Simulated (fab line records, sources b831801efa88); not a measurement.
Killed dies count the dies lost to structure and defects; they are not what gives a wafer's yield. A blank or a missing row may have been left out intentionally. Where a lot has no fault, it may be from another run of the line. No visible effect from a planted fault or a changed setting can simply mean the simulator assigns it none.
What tool caused it?    flow gf180mcu    72 wafers from 24 lots sampled at 6 of the route's 602 steps

## WHAT THE GAUGES READ, wafer by wafer
GF_M3_RS_MEAS_05: uses a four-point probe to measure. Usual: for M3_ALCU_RS the level is 0.0692 ohm/sq and the standard deviation is 0.00059.
lot   measured      on             M3_ALCU_RS (ohm/sq)   flag
L074  day 20 14:28  film metro-01  0.0693 0.0690 0.0693  
L075  day 20 18:02  film metro-01  0.0702 0.0708 0.0708  
L076  day 21 04:41  film metro-01  0.0692 0.0699 0.0696  
L077  day 21 04:59  film metro-02  0.0688 0.0691 0.0694  
L078  day 22 05:53  film metro-01  0.0691 0.0686 0.0688  
L079  day 22 11:52  film metro-01  0.0694 0.0696 0.0693  
L080  day 22 22:40  film metro-02  0.0696 0.0697 0.0693  
L081  day 23 14:46  film metro-04  0.0686 0.0693 0.0690  
L082  day 23 23:03  film metro-01  0.0694 0.0691 0.0693  
L083  day 24 02:11  film metro-02  0.0681 0.0682 0.0683  
L084  day 24 11:30  film metro-01  0.0689 0.0691 0.0693  
L085  day 24 19:43  film metro-04  0.0692 0.0690 0.0694  
L086  day 25 01:12  film metro-04  0.0686 0.0683 0.0689  
L087  day 25 05:34  film metro-01  0.0694 0.0694 0.0689  
L089  day 25 18:11  film metro-04  0.0694 0.0696 0.0693  
L088  day 25 20:49  film metro-01  0.0697 0.0701 0.0695  
L090  day 26 02:09  film metro-01  0.0698 0.0697 0.0699  
L091  day 26 08:22  film metro-02  0.0697 0.0693 0.0682  
L092  day 26 12:38  film metro-04  0.0685 0.0688 0.0686  
L093  day 26 14:18  film metro-02  0.0696 0.0692 0.0691  
L094  day 27 02:17  film metro-04  0.0695 0.0698 0.0697  
L095  day 27 11:16  film metro-01  0.0698 0.0698 0.0700  
L096  day 27 15:26  film metro-04  0.0681 0.0677 0.0679  
L097  day 27 21:08  film metro-04  0.0693 0.0693 0.0689  

GF_M3_OVL_MEAS_15. Usual: for M3_OVL the level is -2 nm and the standard deviation is 6.8.
lot   measured      on          M3_OVL (nm)  flag
L074  day 21 15:08  overlay-01  1 2 6        
L075  day 21 18:05  overlay-02  9 5 8        
L076  day 22 04:32  overlay-02  11 1 -2      
L077  day 22 04:53  overlay-02  -8 -2 -1     
L078  day 23 05:20  overlay-01  4 0 -6       
L079  day 23 11:29  overlay-01  3 -4 5       
L080  day 23 21:46  overlay-01  0 2 0        
L081  day 24 13:28  overlay-01  11 12 2      
L082  day 24 20:26  overlay-02  -10 -10 -5   
L083  day 25 00:08  overlay-01  -3 -8 -4     
L084  day 25 08:56  overlay-02  -7 -17 -12   
L085  day 25 16:50  overlay-01  -5 -6 -11    
L086  day 25 22:39  overlay-01  -1 -5 -3     
L087  day 26 02:41  overlay-02  -4 -1 -1     
L089  day 26 14:58  overlay-01  11 -4 -1     
L088  day 26 17:08  overlay-01  -11 -5 1     
L090  day 26 21:47  overlay-02  -10 -14 -8   
L091  day 27 05:08  overlay-01  -1 -6 1      
L092  day 27 09:10  overlay-02  -8 1 7       
L093  day 27 10:47  overlay-02  2 -4 0       
L094  day 27 21:35  overlay-02  -11 -9 -10   
L095  day 28 06:17  overlay-01  -6 -3 -8     
L096  day 28 10:45  overlay-01  -8 -2 -5     
L097  day 28 16:52  overlay-01  4 7 9        

GF_V3_OVL_MEAS_15. Usual: for V3_OVL the level is -3 nm and the standard deviation is 4.5.
lot   measured      on          V3_OVL (nm)  flag
L074  day 22 15:48  overlay-01  5 1 -4       
L075  day 22 20:02  overlay-02  4 -1 1       
L076  day 23 05:27  overlay-02  -8 -8 -9     
L077  day 23 05:48  overlay-02  -8 -7 -3     
L078  day 24 06:01  overlay-02  -9 0 -7      
L079  day 24 11:09  overlay-01  -3 -6 1      
L080  day 24 21:10  overlay-02  -5 -3 -6     
L081  day 25 12:31  overlay-02  -9 -5 -12    
L082  day 25 19:13  overlay-02  -12 -8 -11   
L083  day 25 22:45  overlay-02  -8 0 -7      
L084  day 26 06:32  overlay-01  -9 -10 -12   
L085  day 26 14:51  overlay-02  -9 -5 2      
L086  day 26 20:51  overlay-02  -4 -2 -6     
L087  day 27 00:45  overlay-02  -3 -1 3      
L089  day 27 11:55  overlay-02  -4 0 0       
L088  day 27 14:30  overlay-01  3 -1 -2      
L090  day 27 19:16  overlay-01  1 2 1        
L091  day 28 02:24  overlay-02  3 -4 -2      
L092  day 28 06:31  overlay-02  -4 0 3       
L093  day 28 08:22  overlay-01  -5 -4 -5     
L094  day 28 19:05  overlay-02  5 -5 4       
L095  day 29 03:00  overlay-01  2 -1 -3      
L096  day 29 07:35  overlay-02  -1 -4 -3     
L097  day 29 13:43  overlay-01  7 3 -10      

GF_TOP_METAL_RS_MEAS_05: uses a four-point probe to measure. Usual: for TOP_METAL_ALCU_RS the level is 0.0329 ohm/sq and the standard deviation is 0.00034.
lot   measured      on             TOP_METAL_ALCU_RS (ohm/sq)  flag
L074  day 27 12:48  film metro-03  0.0326 0.0327 0.0324        
L075  day 27 16:07  film metro-04  0.0325 0.0326 0.0322        
L076  day 28 00:56  film metro-01  0.0335 0.0333 0.0332        
L077  day 28 00:57  film metro-03  0.0328 0.0326 0.0331        
L078  day 28 20:35  film metro-01  0.0330 0.0329 0.0329        
L079  day 29 02:03  film metro-01  0.0324 0.0329 0.0330        
L080  day 29 11:13  film metro-04  0.0326 0.0326 0.0332        
L081  day 29 23:37  film metro-01  0.0325 0.0330 0.0328        
L082  day 30 06:25  film metro-01  0.0331 0.0330 0.0329        
L083  day 30 09:58  film metro-04  0.0323 0.0324 0.0325        
L084  day 30 17:11  film metro-04  0.0325 0.0321 0.0327        
L085  day 31 00:40  film metro-03  0.0331 0.0331 0.0332        
L086  day 31 05:32  film metro-03  0.0329 0.0332 0.0331        
L087  day 31 08:34  film metro-01  0.0328 0.0327 0.0328        
L089  day 31 18:05  film metro-01  0.0335 0.0328 0.0332        
L088  day 31 20:41  film metro-01  0.0328 0.0329 0.0335        
L090  day 31 23:44  film metro-04  0.0328 0.0330 0.0328        
L091  day 32 07:50  film metro-04  0.0330 0.0324 0.0321        
L092  day 32 10:35  film metro-03  0.0330 0.0328 0.0328        
L093  day 32 11:53  film metro-03  0.0333 0.0327 0.0326        
L094  day 32 22:02  film metro-01  0.0332 0.0333 0.0331        
L095  day 33 03:47  film metro-04  0.0330 0.0326 0.0333        
L096  day 33 07:11  film metro-01  0.0333 0.0331 0.0328        
L097  day 33 12:16  film metro-01  0.0325 0.0328 0.0329        

## WHAT TOOL EACH LOT RAN ON (gives the tool, then ch and the chambers of the sampled wafers, and finally the start)
lot   GF_V2_CMP_04                   GF_MIM_SPUTTER_03
L074  cmp-02 ch 0,1, day 19 11:54    pvd sputter-04, day 24 18:24
L075  cmp-01 ch 0,2,3, day 19 15:46  pvd sputter-04, day 24 22:23
L076  cmp-01 ch 0,1,3, day 20 02:10  pvd sputter-03, day 25 06:44
L077  cmp-02 ch 1,2,3, day 20 02:28  pvd sputter-03, day 25 07:40
L078  cmp-02 ch 2,3, day 21 04:26    pvd sputter-03, day 26 05:05
L079  cmp-02 ch 0,2,3, day 21 10:23  pvd sputter-04, day 26 10:17
L080  cmp-01 ch 0,2,3, day 21 20:59  pvd sputter-04, day 26 20:38
L081  cmp-01 ch 0,1,3, day 22 12:53  pvd sputter-03, day 27 09:42
L082  cmp-02 ch 0,1, day 22 21:32    pvd sputter-02, day 27 16:57
L083  cmp-01 ch 0,2,3, day 23 00:44  pvd sputter-04, day 27 20:29
L084  cmp-01 ch 0,1,2, day 23 10:37  pvd sputter-04, day 28 05:01
L085  cmp-02 ch 1,2, day 23 19:38    pvd sputter-04, day 28 12:13
L086  cmp-02 ch 2,3, day 24 01:07    pvd sputter-02, day 28 17:37
L087  cmp-02 ch 0,2,3, day 24 05:50  pvd sputter-04, day 28 21:06
L089  cmp-01 ch 1,2, day 24 18:57    pvd sputter-03, day 29 07:57
L088  cmp-01 ch 1,2,3, day 24 21:07  pvd sputter-02, day 29 10:30
L090  cmp-02 ch 0,2, day 25 03:02    pvd sputter-04, day 29 14:57
L091  cmp-01 ch 1,3, day 25 09:33    pvd sputter-03, day 29 22:52
L092  cmp-01 ch 0,1,3, day 25 13:46  pvd sputter-03, day 30 01:11
L093  cmp-01 ch 1,2,3, day 25 15:07  pvd sputter-03, day 30 03:22
L094  cmp-01 ch 1,2,3, day 26 04:08  pvd sputter-03, day 30 13:58
L095  cmp-01 ch 0,1, day 26 12:23    pvd sputter-04, day 30 21:11
L096  cmp-01 ch 0,2, day 26 16:49    pvd sputter-03, day 31 00:32
L097  cmp-02 ch 1,2, day 26 22:18    pvd sputter-04, day 31 06:56
- GF_V2_CMP_04: polishes SiO2.
- GF_MIM_SPUTTER_03: material Ti, target thk 10 nm, time 6.7 s.

## WHAT THE TOOLS THEMSELVES READ (means of the sampled wafers that have a number; where no wafer has one, the mark that the record gives instead)
GF_V2_CMP_04. Usual: motor current A 12.0 A, standard deviation 0.68; time to endpoint s 81 s, standard deviation 5.1.
lot   tool    motor current A (A)  time to endpoint s (s)  flag
L074  cmp-02  12.5                 84                      
L075  cmp-01  12.0                 86                      
L076  cmp-01  12.2                 83                      
L077  cmp-02  11.3                 79                      
L078  cmp-02  11.4                 83                      
L079  cmp-02  11.7                 80                      
L080  cmp-01  11.6                 82                      
L081  cmp-01  12.4                 83                      
L082  cmp-02  12.1                 84                      
L083  cmp-01  12.3                 78                      
L084  cmp-01  12.3                 84                      
L085  cmp-02  10.8                 82                      
L086  cmp-02  11.4                 87                      
L087  cmp-02  12.2                 90                      
L089  cmp-01  12.6                 81                      
L088  cmp-01  12.5                 84                      
L090  cmp-02  11.6                 72                      
L091  cmp-01  12.6                 81                      
L092  cmp-01  12.5                 81                      
L093  cmp-01  12.5                 78                      
L094  cmp-01  12.4                 82                      
L095  cmp-01  12.4                 82                      
L096  cmp-01  11.8                 79                      
L097  cmp-02  11.1                 82                      

GF_MIM_SPUTTER_03. Usual: cathode dc power W 3000.0 W, standard deviation 0.53; throttle valve pct 29.9 %, standard deviation 1.3.
lot   tool            cathode dc power W (W)  throttle valve pct (%)  flag
L074  pvd sputter-04  3000.2                  30.3                    
L075  pvd sputter-04  2999.3                  30.6                    
L076  pvd sputter-03  3000.3                  31.1                    
L077  pvd sputter-03  3000.6                  30.3                    
L078  pvd sputter-03  3000.2                  29.7                    
L079  pvd sputter-04  3000.3                  29.5                    
L080  pvd sputter-04  2999.5                  30.5                    
L081  pvd sputter-03  3000.5                  30.5                    
L082  pvd sputter-02  2999.9                  29.3                    
L083  pvd sputter-04  2999.9                  29.5                    
L084  pvd sputter-04  3000.4                  30.6                    
L085  pvd sputter-04  2999.9                  29.4                    
L086  pvd sputter-02  3000.0                  29.1                    
L087  pvd sputter-04  3000.1                  30.1                    
L089  pvd sputter-03  3000.4                  30.2                    
L088  pvd sputter-02  3000.1                  29.1                    
L090  pvd sputter-04  3000.0                  30.2                    
L091  pvd sputter-03  3000.2                  30.3                    
L092  pvd sputter-03  3000.3                  30.1                    
L093  pvd sputter-03  2999.9                  32.0                    
L094  pvd sputter-03  3000.2                  29.6                    
L095  pvd sputter-04  3000.0                  30.0                    
L096  pvd sputter-03  3000.0                  30.4                    
L097  pvd sputter-04  3000.3                  28.9                    

## THE ANSWER, worked out from the rows above alone
Rule: a lot counts as off when the mean over its wafers that have a number is more than 3 standard deviations away from the usual mean. A lot without any number at a reading at which 4 lots or more have one is off too. Where the step has rows for the other lots, those lots are counted as sound. First the gauges in route order, then the tools' own readings, where a lot's mean is used as printed above. At the first step where some lot is off, the reading lying furthest off is the one used; lots without a number count as furthest.
Nothing can be told from this: no lot is off at any reading shown.

## WHAT HAD BEEN PUT IN BY THE SIMULATOR
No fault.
